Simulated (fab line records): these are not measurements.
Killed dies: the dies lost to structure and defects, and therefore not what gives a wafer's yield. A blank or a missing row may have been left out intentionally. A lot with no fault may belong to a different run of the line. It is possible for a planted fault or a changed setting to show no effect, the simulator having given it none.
One fault seen from 2 desks    flow sky130    every desk sees just its own numbers, and what lay behind them comes last

## AT THE TOOL OWNER'S DESK: furnace-02
The tool's own readings at SKY_SONOS_ONO_OXIDATION_00 (stabilise 600 s, purge 300 s, target thk 2.6 nm): means of the sampled wafers that have a number, for each lot that ran on this tool. Any lot whose mean is over 4 standard deviations away from the usual mean is out of limits and marked OUT; that distance is given in the brackets.
Columns: A = spike tc centre C at SKY_SONOS_ONO_OXIDATION_00, usual 800.0 C; B = spike tc top C at SKY_SONOS_ONO_OXIDATION_00, usual 816.4 C; C = spike tc upper C at SKY_SONOS_ONO_OXIDATION_00, usual 799.4 C; D = zone power upper pct at SKY_SONOS_ONO_OXIDATION_00, usual 13.8 %
lot   first seen here  A      B      C                D
L523  day 12 01:55     800.3  813.9  799.3            13.2
L535  day 16 07:13     803.0  819.9  766.3 (-30) OUT  3.4 (-20) OUT
L538  day 17 10:08     804.2  819.3  765.5 (-31) OUT  3.4 (-20) OUT
This desk's verdict: out of limits on L535, L538, starting with L535 at day 16 07:13 (spike tc upper C at SKY_SONOS_ONO_OXIDATION_00). In limits: L523.

## FROM THE METROLOGY DESK
Means of the sampled wafers that have a number, per lot and without regard to the tool the lot ran on: this is what the gauges read. Any lot whose mean is over 4 standard deviations away from the usual mean is out of limits and marked OUT; that distance is given in the brackets. Only the readings that lie furthest out on some lot appear, 7 of the 10 it has.
Columns: A = cd nm at SKY_SONOS_TUNNEL_CD_MEAS_07, usual 410.0 nm; B = SONOS_TUNNEL_OVL at SKY_SONOS_TUNNEL_OVL_MEAS_08, usual -0.2 nm; C = SONOS_ONO_OXIDATION_THK at SKY_SONOS_ONO_THK_MEAS_01, usual 2.61 nm; D = SONOS_ONO_CVD_02_THK at SKY_SONOS_ONO_THK_MEAS_03, usual 10.56 nm; E = cd nm at SKY_SONOS_ONO_CD_MEAS_13, usual 410.0 nm; F = SONOS_ONO_OVL at SKY_SONOS_ONO_OVL_MEAS_14, usual -1.0 nm; G = GATE_OXIDE_OVL at SKY_GATE_OXIDE_OVL_MEAS_10, usual 0.5 nm
lot   first seen here  A      B     C     D      E      F     G
L523  day 12 00:58     411.6  0.9   2.75  10.75  406.6  -2.3  0.4
L529  day 14 11:19     409.7  -0.3  2.53  10.67  413.3  2.3   -0.7
L535  day 16 06:07     411.3  0.3   2.56  10.66  409.2  -2.1  -1.7
L538  day 17 07:02     412.1  -0.1  2.53  10.72  415.0  0.4   0.4
L539  day 17 18:49     410.3  -1.4  2.49  10.55  412.3  -1.4  1.8
L543  day 19 15:02     407.0  -2.6  2.58  10.44  407.0  -1.3  0.9
Finding of this desk: none of the 6 lots has anything out of limits.

## BROUGHT TOGETHER
On L535, L538, at day 16 07:13, an alarm was possible from the tool owner's desk.
Nothing out of limits was seen by the metrology desk.
The metrology desk holds a record of L535, L538, inside its limits.
The lots listed all ran SKY_SONOS_ONO_OXIDATION_00 on furnace-02.

## WHAT HAD BEEN PUT IN BY THE SIMULATOR
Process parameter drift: furnace-02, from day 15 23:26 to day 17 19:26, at SKY_SONOS_ONO_OXIDATION_00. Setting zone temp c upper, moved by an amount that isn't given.
Shown lots that were struck: L535, L538.
How many hours passed from the start of the fault until each desk's first out-of-limits reading: the tool owner's desk, 8.
